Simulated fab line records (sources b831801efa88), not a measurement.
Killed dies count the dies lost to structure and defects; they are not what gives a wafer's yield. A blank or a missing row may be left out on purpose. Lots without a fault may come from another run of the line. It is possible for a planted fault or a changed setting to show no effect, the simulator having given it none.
Chamber matching	flow gf180mcu	4 sister chambers for GF_V2_CMP_04 on cmp-01
The step polishes SiO2. 27 wafers are shown with their chamber, then 12 later ones without.

WAFERS WITH THEIR CHAMBER
wafer	chamber	motor_current_A (A)	time_to_endpoint_s (s)	platen_rpm (rpm)
L075.1	0	9.5	75	60.04
L075.2	1	12.0	84	59.92
L075.4	3	11.0	81	60.02
L076.1	2	10.8	78	60.07
L076.4	1	11.8	83	60.08
L076.5	0	9.5	78	60.01
L077.4	3	10.3	83	59.98
L077.5	1	12.0	87	60.08
L077.6	0	9.8	80	60.03
L079.2	3	10.7	79	59.94
L079.4	0	9.7	73	59.97
L079.6	2	10.8	83	60.01
L080.3	1	11.6	79	59.94
L080.4	0	9.6	81	60.00
L080.6	0	9.9	77	60.03
L081.1	2	11.4	78	60.02
L081.3	3	10.6	76	59.97
L081.4	1	12.1	89	59.98
L082.3	0	9.4	78	60.04
L082.5	3	11.4	82	59.99
L082.6	0	9.6	76	60.05
L083.2	0	9.7	73	59.99
L083.3	1	12.2	80	59.99
L083.5	3	10.7	81	60.00
L084.3	3	10.2	85	59.97
L084.4	2	10.6	83	59.99
L084.6	2	10.7	84	60.00

SIGNATURES, as means of the wafers listed above
reading	chamber 0	chamber 1	chamber 2	chamber 3	scatter within a chamber
motor_current_A	9.633	11.950	10.860	10.700	0.282
time_to_endpoint_s	76.78	83.67	81.20	81.00	3.12
platen_rpm	60.0178	59.9983	60.0180	59.9814	0.04
Rule: for each reading, subtract the chamber's mean from the wafer's reading, divide by that reading's scatter and square the result; add these up over the readings and take the root, which gives the wafer's distance from the chamber. If the next closest chamber is less than 2 further off than the closest, the wafer can't be placed; otherwise it belongs to the closest. The scatter: take each reading less its chamber's mean, square it, sum over the shown wafers, divide by the number of wafers less the number of chambers, and take the root.

WAFERS MISSING THEIR CHAMBER
wafer	motor_current_A (A)	time_to_endpoint_s (s)	platen_rpm (rpm)
L088.1	11.5	82	59.97
L088.3	10.7	87	60.00
L088.4	9.8	84	60.01
L090.3	10.8	83	59.93
L090.5	10.2	77	59.97
L090.6	12.2	83	60.00
L093.3	9.7	69	60.03
L093.4	10.6	81	59.96
L093.6	11.8	84	60.03
L094.3	10.9	71	60.12
L094.4	10.3	75	60.01
L094.5	10.0	76	60.13

WHICH CHAMBER EACH ONE RAN IN
wafer	from the rows above	in truth
L088.1	can't be placed: 1 or 2 or 3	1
L088.3	can't be placed: 3 or 2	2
L088.4	can't be placed: 0 or 3 or 2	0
L090.3	can't be placed: 3 or 2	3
L090.5	can't be placed: 3 or 0 or 2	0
L090.6	1	1
L093.3	0	0
L093.4	can't be placed: 3 or 2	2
L093.6	1	1
L094.3	can't be placed: 2 or 3 or 0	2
L094.4	can't be placed: 0 or 3 or 2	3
L094.5	can't be placed: 0 or 2 or 3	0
3 of 12 placed correctly. Cannot be placed on the basis of these rows: 9; the candidates contain the true chamber in 9. Number placed wrongly: 0.
